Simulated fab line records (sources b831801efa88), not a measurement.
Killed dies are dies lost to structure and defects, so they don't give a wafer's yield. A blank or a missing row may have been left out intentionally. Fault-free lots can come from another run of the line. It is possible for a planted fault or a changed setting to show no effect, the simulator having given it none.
The tool behind it: which one? | flow sky130 | 30 wafers from 10 lots sampled at 6 of the route's 708 steps

WHAT THE GAUGES READ, wafer by wafer
SKY_LOCAL_INTERCONNECT_RS_MEAS_01: uses a four-point probe to measure. Usual: LOCAL_INTERCONNECT_TIN_RS gives 14.22 ohm/sq (standard deviation 0.2).
lot  | measured     | on            | LOCAL_INTERCONNECT_TIN_RS (ohm/sq) | flag
L347 | day 29 05:26 | film-metro-03 | 14.20 14.31 14.33                  |
L348 | day 29 13:53 | film-metro-03 | 14.40 14.22 14.42                  |
L349 | day 29 16:59 | film-metro-04 | 14.12 13.89 13.78                  |
L350 | day 30 08:05 | film-metro-03 | 14.37 14.27 14.27                  |
L351 | day 30 20:32 | film-metro-03 | 14.27 14.44 14.32                  |
L352 | day 30 21:55 | film-metro-03 | 14.01 13.93 14.37                  |
L353 | day 31 04:16 | film-metro-04 | 14.23 14.47 14.43                  |
L359 | day 33 11:04 | film-metro-03 | 14.11 14.09 14.27                  |
L361 | day 34 01:26 | film-metro-02 | 14.32 14.28 14.10                  |
L368 | day 36 20:18 | film-metro-03 | 14.08 14.35 14.38                  |

SKY_VIA2_THK_MEAS_23: measures by xrf. Usual: VIA2_W_THK gives 409 nm (standard deviation 7.5).
lot  | measured     | on            | VIA2_W_THK (nm) | flag
L347 | day 36 09:11 | film-metro-03 | 403 415 407     |
L348 | day 36 15:56 | film-metro-01 | 418 413 411     |
L349 | day 36 19:36 | film-metro-03 | 409 405 407     |
L350 | day 37 08:19 | film-metro-03 | 409 405 405     |
L351 | day 37 20:11 | film-metro-01 | 422 423 419     |
L352 | day 37 22:04 | film-metro-03 | 403 398 393     |
L353 | day 38 05:34 | film-metro-03 | 408 405 409     |
L359 | day 40 07:18 | film-metro-03 | 403 409 404     |
L361 | day 40 22:26 | film-metro-04 | 412 404 405     |
L368 | day 43 10:03 | film-metro-03 | 403 402 403     |

SKY_CAPM_RS_MEAS_03: uses a four-point probe to measure. Usual: CAPM_TIN_RS gives 6.91 ohm/sq (standard deviation 0.095).
lot  | measured     | on            | CAPM_TIN_RS (ohm/sq) | flag
L347 | day 36 09:53 | film-metro-01 | 6.78 6.78 6.85       |
L348 | day 36 16:40 | film-metro-03 | 6.89 6.89 6.89       |
L349 | day 36 20:20 | film-metro-02 | 6.92 6.90 6.92       |
L350 | day 37 09:03 | film-metro-02 | 6.92 6.80 6.82       |
L351 | day 37 20:53 | film-metro-03 | 6.71 6.73 6.73       |
L352 | day 37 22:46 | film-metro-03 | 6.86 6.98 6.95       |
L353 | day 38 06:16 | film-metro-03 | 6.79 6.96 6.87       |
L359 | day 40 08:00 | film-metro-03 | 7.10 7.00 7.04       |
L361 | day 40 23:16 | film-metro-01 | 6.85 8.66 6.82       | OFF
L368 | day 43 10:46 | film-metro-03 | 6.80 6.72 6.74       |

SKY_CAPM_THK_MEAS_04: measures by xrf. Usual: CAPM_TIN_THK gives 201.1 nm (standard deviation 2.9).
lot  | measured     | on            | CAPM_TIN_THK (nm) | flag
L347 | day 36 10:00 | film-metro-01 | 204.6 203.9 201.9 |
L348 | day 36 16:46 | film-metro-03 | 200.7 200.2 201.1 |
L349 | day 36 20:26 | film-metro-02 | 202.2 202.5 202.2 |
L350 | day 37 09:09 | film-metro-02 | 202.1 204.4 204.2 |
L351 | day 37 21:01 | film-metro-03 | 207.2 207.0 205.3 |
L352 | day 37 22:53 | film-metro-03 | 201.7 199.3 199.4 |
L353 | day 38 06:23 | film-metro-03 | 203.8 199.8 204.0 |
L359 | day 40 08:07 | film-metro-03 | 195.4 197.6 196.9 |
L361 | day 40 23:22 | film-metro-01 | 201.7 160.7 202.3 | OFF
L368 | day 43 10:53 | film-metro-03 | 204.8 207.6 206.7 |

WHAT TOOL EACH LOT RAN ON (gives the tool, then ch and the chambers of the sampled wafers, and finally the start)
lot  | SKY_LI_CONTACT_CVD_21         | SKY_CAPM_SPUTTER_02
L347 | cvd-w-02 ch 0,1, day 29 04:46 | pvd-sputter-03, day 36 09:46
L348 | cvd-w-01 ch 0,1, day 29 13:12 | pvd-sputter-02, day 36 16:31
L349 | cvd-w-01 ch 0,1, day 29 16:20 | pvd-sputter-01, day 36 20:11
L350 | cvd-w-02 ch 0,1, day 30 07:25 | pvd-sputter-01, day 37 08:54
L351 | cvd-w-01 ch 0,1, day 30 19:52 | pvd-sputter-01, day 37 20:47
L352 | cvd-w-02 ch 0,1, day 30 21:09 | pvd-sputter-03, day 37 22:38
L353 | cvd-w-01 ch 0,1, day 31 03:24 | pvd-sputter-03, day 38 06:09
L359 | cvd-w-02 ch 0,1, day 33 10:23 | pvd-sputter-03, day 40 07:54
L361 | cvd-w-01 ch 0, day 34 00:29   | pvd-sputter-01, day 40 23:08
L368 | cvd-w-02 ch 0,1, day 36 19:37 | pvd-sputter-02, day 43 10:39
- SKY_LI_CONTACT_CVD_21: deposits W, target thk 400 nm, time 120.56 s.
- SKY_CAPM_SPUTTER_02: material TiN, target thk 200 nm, time 166.7 s.

AS READ BY THE TOOLS THEMSELVES (means over the sampled wafers that have a number; for cases with no such wafer, the mark the record gives instead)
SKY_LI_CONTACT_CVD_21. Usual: heater-power-w reads 886 W (standard deviation 60).
lot  | tool     | heater-power-w (W) | flag
L347 | cvd-w-02 | 962                |
L348 | cvd-w-01 | 855                |
L349 | cvd-w-01 | 847                |
L350 | cvd-w-02 | 915                |
L351 | cvd-w-01 | 862                |
L352 | cvd-w-02 | 939                |
L353 | cvd-w-01 | 842                |
L359 | cvd-w-02 | 929                |
L361 | cvd-w-01 | 841                |
L368 | cvd-w-02 | 918                |

SKY_CAPM_SPUTTER_02. Usual: throttle-valve-pct reads 29.8 % (standard deviation 1).
lot  | tool           | throttle-valve-pct (%) | flag
L347 | pvd-sputter-03 | 30.9                   |
L348 | pvd-sputter-02 | 29.8                   |
L349 | pvd-sputter-01 | 28.7                   |
L350 | pvd-sputter-01 | 29.1                   |
L351 | pvd-sputter-01 | 29.2                   |
L352 | pvd-sputter-03 | 30.5                   |
L353 | pvd-sputter-03 | 30.9                   |
L359 | pvd-sputter-03 | 30.6                   |
L361 | pvd-sputter-01 | 29.3                   |
L368 | pvd-sputter-02 | 29.0                   |

THE ANSWER, worked out from the rows above alone
Rule: a lot is off if the mean of its wafers that have a number lies more than 3 standard deviations from the usual mean. A lot without any number at a reading at which 4 lots or more have one is off too. The other lots that the step has rows for count as sound. After the gauges, taken in route order, come the tools' own readings; for these a lot's mean is taken, as printed above. The first step at which some lot is off is used, and at that step the reading that is off furthest; a lot without a number counts as furthest.
Off: at SKY_CAPM_RS_MEAS_03 (CAPM_TIN_RS), L361.
If a tool, at a process step before that reading, ran all the lots that are off and no sound lot after the first of them, it fits. Gauges at SKY_CAPM_RS_MEAS_03: tried the same way as those tools. Can't be told from this: 3 tools fit, cvd-w-01 at SKY_LI_CONTACT_CVD_21, pvd-sputter-01 at SKY_CAPM_SPUTTER_02, film-metro-01 at SKY_CAPM_RS_MEAS_03.

WHAT THE SIMULATOR HAD PUT IN
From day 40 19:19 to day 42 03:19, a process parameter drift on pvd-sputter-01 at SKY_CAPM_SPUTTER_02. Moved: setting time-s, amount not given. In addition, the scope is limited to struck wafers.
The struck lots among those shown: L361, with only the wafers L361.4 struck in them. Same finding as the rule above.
